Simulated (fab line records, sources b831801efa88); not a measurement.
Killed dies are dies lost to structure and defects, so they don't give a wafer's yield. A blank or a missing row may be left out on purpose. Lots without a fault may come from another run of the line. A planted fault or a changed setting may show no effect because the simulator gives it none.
Which tool did it? | flow sky130 | 14 lots, 42 wafers sampled, at 4 steps of a route of 708

WHAT THE GAUGES READ, wafer by wafer
SKY_POLY_CUT_OVL_MEAS_09. Usual: POLY_CUT_OVL -2 nm, standard deviation 6.2.
lot  | measured     | on         | POLY_CUT_OVL (nm) | flag
L197 | day 24 13:07 | overlay-01 | -13 -2 -11        |
L199 | day 25 09:46 | overlay-01 | -10 8 -4          |
L201 | day 25 19:29 | overlay-02 | 2 -1 5            |
L200 | day 25 21:13 | overlay-02 | -1 13 -3          |
L203 | day 26 07:25 | overlay-01 | -5 -5 -2          |
L204 | day 26 21:34 | overlay-02 | -5 -2 6           |
L205 | day 26 23:44 | overlay-01 | -6 3 -6           |
L207 | day 28 04:58 | overlay-02 | 9 1 17            |
L208 | day 28 10:08 | overlay-02 | 7 -2 7            |
L213 | day 30 05:16 | overlay-01 | -15 -11 -10       |
L214 | day 30 08:11 | overlay-02 | 6 -9 8            |
L217 | day 31 02:26 | overlay-02 | -5 0 -1           |
L219 | day 31 19:16 | overlay-01 | -5 -12 -6         |
L220 | day 32 01:28 | overlay-02 | -5 1 -7           |

SKY_SD_P_OVL_MEAS_08. Usual: SD_P_OVL -0.2 nm, standard deviation 1.4.
lot  | measured     | on         | SD_P_OVL (nm)  | flag
L197 | day 25 19:22 | overlay-01 | 2.2 1.7 0.1    |
L199 | day 26 14:02 | overlay-01 | -0.3 2.7 0.1   |
L201 | day 27 01:17 | overlay-02 | 2.4 -0.9 -1.0  |
L200 | day 27 02:31 | overlay-01 | 0.6 1.6 0.9    |
L203 | day 27 12:15 | overlay-01 | 1.6 -0.7 1.5   |
L204 | day 28 02:23 | overlay-02 | 0.0 -0.8 -1.2  |
L205 | day 28 04:59 | overlay-01 | 1.0 2.0 2.4    |
L207 | day 29 09:35 | overlay-01 | -1.5 0.1 0.9   |
L208 | day 29 14:08 | overlay-02 | 0.2 -2.1 -1.9  |
L213 | day 31 09:07 | overlay-02 | -0.5 1.1 1.7   |
L214 | day 31 11:23 | overlay-02 | 0.4 0.4 -1.3   |
L217 | day 32 05:11 | overlay-01 | 0.6 -0.3 0.8   |
L219 | day 32 19:59 | overlay-01 | -2.3 -1.8 -1.4 |
L220 | day 33 03:04 | overlay-01 | -1.0 -1.6 -1.8 |

SKY_SD_N_CD_MEAS_07: target cd 380 nm. Usual: cd_nm 380 nm, standard deviation 3.2.
lot  | measured     | on        | cd_nm (nm)  | flag
L197 | day 28 05:58 | cd_sem-02 | 379 384 382 |
L199 | day 28 23:11 | cd_sem-01 | 380 379 377 |
L201 | day 29 10:46 | cd_sem-01 | 380 380 378 |
L200 | day 29 11:55 | cd_sem-01 | 373 376 375 |
L203 | day 29 20:54 | cd_sem-02 | 379 378 378 |
L204 | day 30 10:55 | cd_sem-02 | 382 384 383 |
L205 | day 30 14:19 | cd_sem-02 | 386 383 384 |
L207 | day 31 17:34 | cd_sem-02 | 384 385 387 |
L208 | day 31 22:52 | cd_sem-02 | 381 380 380 |
L213 | day 33 13:22 | cd_sem-01 | 384 383 384 |
L214 | day 33 15:31 | cd_sem-02 | 376 378 378 |
L217 | day 34 10:56 | cd_sem-01 | 380 380 381 |
L219 | day 35 01:46 | cd_sem-01 | 379 380 377 |
L220 | day 35 08:48 | cd_sem-01 | 381 384 384 |

WHICH TOOL RAN EACH LOT (tool, then ch and the chambers of the sampled wafers, then the start)
lot  | SKY_RES_XHIGH_SOFTBAKE_03
L197 | litho_track-03 ch 0, day 26 10:17
L199 | litho_track-02 ch 0, day 27 04:27
L201 | litho_track-03 ch 0, day 27 15:55
L200 | litho_track-04 ch 0, day 27 17:04
L203 | litho_track-03 ch 0, day 28 03:41
L204 | litho_track-02 ch 0, day 28 15:50
L205 | litho_track-03 ch 0, day 28 18:28
L207 | litho_track-03 ch 0, day 29 23:01
L208 | litho_track-04 ch 0, day 30 04:47
L213 | litho_track-04 ch 0, day 31 23:31
L214 | litho_track-04 ch 0, day 32 01:05
L217 | litho_track-02 ch 0, day 32 17:56
L219 | litho_track-03 ch 0, day 33 10:07
L220 | litho_track-02 ch 0, day 33 15:57
- SKY_RES_XHIGH_SOFTBAKE_03: time 60 s.

WHAT THE TOOLS THEMSELVES READ (means of the sampled wafers that have a number; where no wafer has one, the mark that the record gives instead)
SKY_RES_XHIGH_SOFTBAKE_03. Usual: heater_power_total_W 56.59 W, standard deviation 0.047; resist_line_temp_C 23.01 C, standard deviation 0.12; run_length_s 89.02 s, standard deviation 0.14.
lot  | tool           | heater_power_total_W (W) | resist_line_temp_C (C) | run_length_s (s) | flag
L197 | litho_track-03 | 56.58                    | 23.01                  | 89.04            |
L199 | litho_track-02 | 56.59                    | 23.14                  | 88.94            |
L201 | litho_track-03 | 56.54                    | 23.11                  | 89.08            |
L200 | litho_track-04 | 56.59                    | 22.94                  | 89.05            |
L203 | litho_track-03 | 56.57                    | 23.00                  | 89.15            |
L204 | litho_track-02 | 56.60                    | 23.11                  | 88.89            |
L205 | litho_track-03 | 56.58                    | 23.08                  | 88.99            |
L207 | litho_track-03 | 56.61                    | 22.95                  | 89.16            |
L208 | litho_track-04 | 56.57                    | 22.93                  | 89.02            |
L213 | litho_track-04 | 60.59                    | 22.92                  | 78.48            | OFF
L214 | litho_track-04 | 58.59                    | 22.96                  | 83.73            | OFF
L217 | litho_track-02 | 56.60                    | 22.95                  | 88.96            |
L219 | litho_track-03 | 56.59                    | 23.12                  | 89.10            |
L220 | litho_track-02 | 56.56                    | 23.10                  | 88.88            |

THE ANSWER, worked out from the rows above alone
Rule: a lot is off if the mean of its wafers that have a number lies more than 3 standard deviations from the usual mean. A lot without any number at a reading at which 4 lots or more have one is off too. The other lots that the step has rows for count as sound. The gauges are gone through in route order, then the tools' own readings, and for those a lot's mean is taken as printed above. The first step at which some lot is off is used, and at that step the reading that is off furthest; a lot without a number counts as furthest.
Off: L213, L214, at SKY_RES_XHIGH_SOFTBAKE_03 (heater_power_total_W).
A tool fits if, at that step or a process step before it, it ran every lot that is off, and no sound lot after the first of them. One fits: litho_track-04 at SKY_RES_XHIGH_SOFTBAKE_03. Its last sound lot is L208 (day 30 04:47), its first lot that is off L213 (day 31 23:31): a fault that began between those two fits.
The tool's own readings at SKY_RES_XHIGH_SOFTBAKE_03 bear it out: on the lots that are off they differ by more than 5 times the standard deviation of the sound lots' means. heater_power_total_W reads 59.59 W there against 56.58 W on the sound lots; run_length_s reads 81.11 s there against 89.02 s on the sound lots.

WHAT THE SIMULATOR HAD PUT IN
Process parameter drift: litho_track-04, from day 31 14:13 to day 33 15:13, at SKY_RES_XHIGH_SOFTBAKE_03. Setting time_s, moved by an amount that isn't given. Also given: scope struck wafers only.
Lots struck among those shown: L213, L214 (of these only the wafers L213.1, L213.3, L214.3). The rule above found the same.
